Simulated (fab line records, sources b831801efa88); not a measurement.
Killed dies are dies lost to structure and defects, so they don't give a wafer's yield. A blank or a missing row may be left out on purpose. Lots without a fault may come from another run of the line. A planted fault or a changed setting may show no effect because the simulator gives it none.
A struck lot beside a sound one | flow sky130 | 17 steps out of a route of 708
Sound: wafers L105.3, L105.4, L105.5. Struck: wafers L120.3, L120.4, L120.5. The cause comes at the end.
At each step with rows: each side's tool, then ch and its chambers, then its first start. Under that, the readings that differ: sound wafers | struck wafers | difference of the means | sigmas: that difference in standard deviations of wafers without a fault.
alike: readings whose means differ by less than 2 such deviations, and words and numbers that are the same on both sides. not compared: withheld readings, readings that some wafer has no value for, bounds like >300 that may hide the same value, and numbers for which the record gives no deviation and whose values overlap.
The two part at a step that has a row with sigmas, a row that says differs or no value, or rows on one side only. Numbers that don't overlap but have no deviation are shown without sigmas and don't part them. A reading that every wafer of one side lacks parts them only if that side has two wafers or more.

SKY_LDD_P_OVL_MEAS_08:
  sound on overlay-01, day 19 23:37; struck on overlay-01, day 25 07:12
  reading        | sound          | struck      | difference | sigmas
  LDD_P_OVL (nm) | -1.4 -2.0 -0.1 | 2.7 1.0 1.8 | +3.0       | +2
then, 1 step without rows for these wafers: SKY_LDD_P_IMPLANT_09.
SKY_LDD_P_STRIP_10: strips in O2/N2.
  sound on plasma_asher-02 ch 0,1, day 19 23:49; struck on plasma_asher-01 ch 0,1, day 25 07:25
  alike: drypump_motor_current_A, oes_product_au, strip_time_to_endpoint_s
  not compared: rf_hours_counter_h
SKY_LDD_P_TW_MEAS_11:
  sound on film_metro-01, day 19 23:55; struck on film_metro-01, day 25 07:30
  alike: LDD_P_TW
then, 7 steps without rows for these wafers: SKY_LDD_HVN_DEHYDRATE_00 (time 60 s); SKY_LDD_HVN_HMDS_01 (prime time 60 s); SKY_LDD_HVN_COAT_02 (resist thk 300 nm); SKY_LDD_HVN_SOFTBAKE_03 (time 60 s); SKY_LDD_HVN_EXPOSE_04 (exposes mask HVNTM, target cd 700 nm); SKY_LDD_HVN_PEB_05; SKY_LDD_HVN_DEVELOP_06 (develop time 60 s).
SKY_LDD_HVN_OVL_MEAS_07:
  sound on overlay-01, day 21 06:37; struck on overlay-02, day 26 12:11
  alike: LDD_HVN_OVL
SKY_LDD_HVN_IMPLANT_08:
  sound on implanter-04 ch 0, day 21 06:41; struck on implanter-04 ch 0, day 26 12:16
  reading                   | sound                | struck               | difference | sigmas
  beam_energy_keV           | 60.018 59.994 59.985 | 77.734 77.742 77.775 | +17.751    | +99 or more
  model.implant.rp_nm (nm)  | 54.63 54.63 54.63    | 73.89 73.89 73.89    | +19.26     |
  model.implant.drp_nm (nm) | 28.15 28.15 28.15    | 35.18 35.18 35.18    | +7.03      |
  alike: end_station_pressure_torr
SKY_LDD_HVN_STRIP_09: strips in O2/N2.
  sound on plasma_asher-03 ch 0,1, day 21 06:50; struck on plasma_asher-04 ch 0,1, day 26 12:23
  alike: drypump_motor_current_A, oes_product_au, strip_time_to_endpoint_s
  not compared: rf_hours_counter_h
SKY_LDD_HVN_TW_MEAS_10:
  sound on film_metro-03, day 21 06:55; struck on film_metro-03, day 26 12:29
  reading    | sound          | struck         | difference | sigmas
  LDD_HVN_TW | 1460 1462 1465 | 1544 1543 1549 | +83        | +9
then, 1 step without rows for these wafers: SKY_LDD_HVP_DEHYDRATE_00 (time 60 s).
-- the record jumps here: 24 days lie between the struck wafers' starts before and after (it left off in module LDD_HVP and takes up again in module PAD_OPEN, whose first step shown is number 708 of the route) --
SKY_PAD_OPEN_PROBE_99:
  sound on prober-01, day 46 22:58; struck on prober-02, day 50 05:52
  reading                                 | sound                | struck               | difference | sigmas
  model.etest.tip_n_5v.rs_ohm_sq          | 1413 1411 1415       | 1247 1246 1248       | -166       |
  model.etest.nfet_g5v0d10v5.r_on_ohm_um  | 1944 1940 1924       | 1815 1802 1838       | -118       |
  model.etest.nfet_g5v0d10v5.drive_ua_um  | 583.7 587.8 593.2    | 634.9 631.7 624.4    | +42.1      |
  model.etest.nfet_05v0_nvt.drive_ua_um   | 556.8 558 566.4      | 594.2 591.9 586.8    | +30.6      |
  model.etest.ring_5v.delay_ps            | 45.51 45.16 45       | 43.9 43.8 44.25      | -1.2       |
  model.etest.nfet_g5v0d10v5.vt_sat_v (V) | 0.7769 0.7661 0.7773 | 0.6965 0.7129 0.7069 | -0.0680    |
  model.etest.nfet_g5v0d10v5.vt_v (V)     | 0.8352 0.8225 0.8326 | 0.7734 0.7907 0.7817 | -0.0482    |
  model.etest.nfet_05v0_nvt.vt_sat_v (V)  | 0.2964 0.294 0.2946  | 0.2658 0.2746 0.268  | -0.0255    |
  alike: killed_at_M0_to_M3, killed_at_M4_up, killed_at_contacts, killed_at_front_end, killed_at_other, killed_dies, killed_on_rim, killed_open, killed_short

WHERE THEY PART
First at SKY_LDD_P_OVL_MEAS_08; last, within this record, at SKY_LDD_HVN_TW_MEAS_10. Later steps at which nothing parts them and some readings are alike: SKY_PAD_OPEN_PROBE_99.

WHY: what the simulator had put in
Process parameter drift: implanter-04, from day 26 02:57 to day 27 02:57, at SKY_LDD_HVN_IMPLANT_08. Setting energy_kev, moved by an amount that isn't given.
